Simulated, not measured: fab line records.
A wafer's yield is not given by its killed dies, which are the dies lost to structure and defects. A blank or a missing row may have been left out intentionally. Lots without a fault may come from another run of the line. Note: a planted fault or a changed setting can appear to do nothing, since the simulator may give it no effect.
Problem report, 8D (eight disciplines) form, completed by code | flow sky130 | the parts of the form that need people (team, actions taken, sign-off) are left out

== 1. PROBLEM STATEMENT ==
Wafers free of any fault read -0.5 nm (standard deviation 1.2) for LDD_LDN_OVL at SKY_LDD_LDN_OVL_MEAS_07, against a mean of -53.0 nm on 9 wafers of 3 lots. That is -44 standard deviations from the usual mean.
First observed at day 27 11:34: wafer L428.1, on overlay-01. The record has a number at this step for 33 wafers belonging to 11 lots. The rule behind "out" and "out of limits": a value lying over 4 standard deviations away from the usual mean. The other wafers with a number count as sound.

== 2. WHAT THIS IS AND IS NOT ==
question                    | is                     | is not
which readings at this step | LDD_LDN_OVL            | -
which lots                  | L428, L429, L431       | L414, L416, L418, L419, L421, L430, L432, L436
which wafers of those lots  | all that have a number | -
read on which gauges        | overlay-01, overlay-02 | -
when                        | from day 27 11:34      | up to then (15 sound wafers); but 9 sound wafers of L430, L432, L436 came after

== 3. WHAT RULES OUT EACH SUSPECT ==
Counting: a tool at any process step up to the reading remains a suspect when it ran all the lots that are out and ran no sound lot after the first of those.
- ruled out: the gauge at SKY_LDD_LDN_OVL_MEAS_07. 2 gauges (overlay-01, overlay-02) read the wafers that are out.
- iline-stepper-01 at SKY_LDD_LDN_EXPOSE_04 (exposes mask LDNTM, target cd 700 nm): kept. It processed each lot that is out, first L428 at day 26 21:13, and no sound lot thereafter; up to then, the last sound lot it processed was L418 at day 23 13:59.
After counting, what remains is iline-stepper-01 at SKY_LDD_LDN_EXPOSE_04.

== 4. THE CAUSE (what the simulator had put in) ==
Scanner matching overlay: iline-stepper-01, from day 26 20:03 on, at SKY_LDD_LDN_EXPOSE_04. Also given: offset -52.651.
The count eliminated every tool but this one.

== 5. THE CHAIN OF EFFECTS, in route order ==
Each row: a reading whose mean over the struck wafers that have a number lies more than 3 standard deviations from the usual. Readings are gone through only where the record gives a usual standard deviation; hours: the median, over the lots, of the time from a lot's start at the first step in this table giving one to that lot's start at this step; sigmas: the change measured in usual standard deviations.
hours | step                    | reading     | usual   | on struck wafers | change | sigmas
0     | SKY_LDD_LDN_OVL_MEAS_07 | LDD_LDN_OVL | -0.5 nm | -53.0            | -52.5  | -44

== 6. HOW IT WOULD HAVE BEEN CAUGHT EARLIER ==
Counted from the fault's start at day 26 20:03, it took 16 hours until the first out-of-limits reading at a measuring or inspecting step in this record, taken at day 27 11:34.
L429, L431, from the lots that are out (3), started SKY_LDD_LDN_EXPOSE_04 on iline-stepper-01 later than day 27 11:34. A hold on the tool at that time would have spared those 2.
